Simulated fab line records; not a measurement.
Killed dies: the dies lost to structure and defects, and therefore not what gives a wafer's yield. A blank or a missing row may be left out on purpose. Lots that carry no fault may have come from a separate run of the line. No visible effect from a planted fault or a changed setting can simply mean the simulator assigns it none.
Comparing a struck lot with a sound one | flow sky130 | 30 steps out of a route of 708
Sound: wafers L389.1, L389.2, L389.6. Wafers L384.2, L384.3, L384.6 were the ones struck. The cause is given at the end.
For every step that has rows: the tool of each side, followed by ch and its chambers, followed by its first start. Under that, the readings that differ: sound wafers | struck wafers | difference of the means | sigmas: that difference in standard deviations of wafers without a fault.
alike: a reading whose means differ by less than 2 such deviations, as well as words and numbers matching on both sides. not compared: withheld readings; readings where some wafer has no value; bounds like >300 that might hide an equal value; numbers whose values overlap and for which the record gives no deviation.
The two part at a step that has a row with sigmas, a row that says differs or no value, or rows on one side only. When numbers do not overlap yet have no deviation, they are printed without sigmas and do not part them. A reading that every wafer of one side lacks parts them only if that side has two wafers or more.

SKY_PWDE_STRIP_09: strips in O2/N2.
  sound on plasmaAsher-04 ch 0,1, day 7 04:51; struck on plasmaAsher-04 ch 1, day 6 08:25
  alike: drypumpMotorCurrentA, n2FlowSccm, o2FlowSccm, oesProductAu, stripTimeToEndpointS
  not compared: rfHoursCounterH
SKY_PWDE_TW_MEAS_10:
  sound on filmMetro-03 at day 7 04:57; struck on filmMetro-01 at day 6 08:32
reading | sound       | struck      | difference | sigmas
PWDE_TW | 381 380 380 | 368 367 368 | -13        | -3
then, 7 steps without rows for these wafers: SKY_NWELL_DEHYDRATE_03 (time 60 s); SKY_NWELL_HMDS_04 (prime time 60 s); SKY_NWELL_COAT_05 (resist thk 3000 nm); SKY_NWELL_SOFTBAKE_06; SKY_NWELL_EXPOSE_07 (exposes mask NWM, target cd 840 nm); SKY_NWELL_PEB_08; SKY_NWELL_DEVELOP_09 (develop time 60 s).
SKY_NWELL_OVL_MEAS_10:
  sound on overlay-02 at day 8 01:37; struck on overlay-02 at day 7 04:19
  alike: NWELL_00_OVL
then, 2 steps without rows for these wafers: SKY_NWELL_IMPLANT_11; SKY_NWELL_IMPLANT_12.
SKY_NWELL_IMPLANT_13:
  sound on implanter-03 ch 0, day 8 01:58; struck on implanter-03 ch 0, day 7 05:13
SKY_NWELL_STRIP_14: strips in O2/N2.
  sound on plasmaAsher-02 ch 0,1, day 8 02:07; struck on plasmaAsher-01 ch 0,1, day 7 05:21
  alike: drypumpMotorCurrentA, n2FlowSccm, o2FlowSccm, oesProductAu, stripTimeToEndpointS
  not compared: rfHoursCounterH
SKY_NWELL_TW_MEAS_15:
  sound on filmMetro-02 at day 8 02:13; struck on filmMetro-01 at day 7 05:28
  alike: NWELL_TW
then, 7 steps without rows for these wafers: SKY_NWELL_DEHYDRATE_16 (time 60 s); SKY_NWELL_HMDS_17 (prime time 60 s); SKY_NWELL_COAT_18 (resist thk 3000 nm); SKY_NWELL_SOFTBAKE_19; SKY_NWELL_EXPOSE_20 (exposes mask NWM COMPLEMENT, target cd 840 nm); SKY_NWELL_PEB_21; SKY_NWELL_DEVELOP_22 (develop time 60 s).
SKY_NWELL_OVL_MEAS_23:
  sound on overlay-02 at day 8 22:49; struck on overlay-01 at day 8 01:17
reading           | sound       | struck         | difference | sigmas
NWELL_01_OVL (nm) | 1.5 2.7 3.4 | -2.0 -1.1 -0.9 | -3.9       | -2
following that, these wafers have no rows for 1 step: SKY_NWELL_IMPLANT_24.
SKY_NWELL_STRIP_25: strips in O2/N2.
  sound on plasmaAsher-01 ch 0,1, day 8 23:00; struck on plasmaAsher-02 ch 0,1, day 8 01:28
  alike: drypumpMotorCurrentA, n2FlowSccm, o2FlowSccm, oesProductAu, stripTimeToEndpointS
  not compared: rfHoursCounterH
SKY_NWELL_TW_MEAS_26:
  sound on filmMetro-01 at day 8 23:06; struck on filmMetro-03 at day 8 01:38
  alike: NWELL_2_TW
then, 1 step without rows for these wafers: SKY_NWELL_CLEAN_27 (cleans in SC1/SC2, time 150 s).
SKY_NWELL_RTA_28: time 30 s.
  sound on rtpAnneal-02 ch 0, day 8 23:13; struck on rtpAnneal-01 ch 0, day 8 01:44
  alike: chamberO2Ppm, lampPowerPct, rampUpCPerS, wafer_temp_C_max
SKY_NWELL_RS_MEAS_29: a four-point-probe measurement.
  sound on filmMetro-03 at day 8 23:19; struck on filmMetro-01 at day 8 01:51
reading           | sound             | struck            | difference | sigmas
NWELL_RS (ohm/sq) | 621.1 622.2 623.0 | 606.3 607.8 606.6 | -15.2      | -8
-- the record jumps here: 41 days lie between the struck wafers' starts before and after (it left off in module NWELL and takes up again in module PAD_OPEN, whose first step shown is number 708 of the route) --
SKY_PAD_OPEN_PROBE_99:
  sound on prober-02 at day 49 09:10; struck on prober-02 at day 49 03:13
reading                             | sound                         | struck                        | difference | sigmas
model.etest.pfet_16v.rOnOhmUm       | 1.524e+04 1.518e+04 1.509e+04 | 1.585e+04 1.553e+04 1.536e+04 | +4.100e+02 | 
model.etest.nfet_16v.rOnOhmUm       | 1.377e+04 1.381e+04 1.37e+04  | 1.339e+04 1.337e+04 1.332e+04 | -4.000e+02 | 
model.etest.pfetG5v0d10v5.rOnOhmUm  | 4762 4803 4785                | 5166 5135 5068                | +340       | 
model.etest.tipP.rsOhmSq            | 6939 6934 6870                | 6998 7020 7057                | +111       | 
model.etest.tip_p_5v.rsOhmSq        | 2893 2890 2888                | 2973 2971 2986                | +86        | 
model.etest.pfetG5v0d10v5.driveUaUm | 335 333.9 336.3               | 308.4 310.7 314.6             | -23.8      | 
model.etest.pfet_01v8_lvt.driveUaUm | 171.2 174.3 174.2             | 153.9 152.5 154.1             | -19.7      | 
  alike: killed_at_M0_to_M3, killed_at_M4_up, killedAtContacts, killedAtFrontEnd, killedAtOther, killedDies, killedOpen, killedShort
  not compared: model.etest.pfet_01v8.rOnOhmUm

## WHERE THEY PART
Earliest at SKY_PWDE_TW_MEAS_10; latest, in this record, at SKY_NWELL_RS_MEAS_29. Later steps at which nothing parts them and some readings are alike: SKY_PAD_OPEN_PROBE_99.

WHY: whatever the simulator had introduced
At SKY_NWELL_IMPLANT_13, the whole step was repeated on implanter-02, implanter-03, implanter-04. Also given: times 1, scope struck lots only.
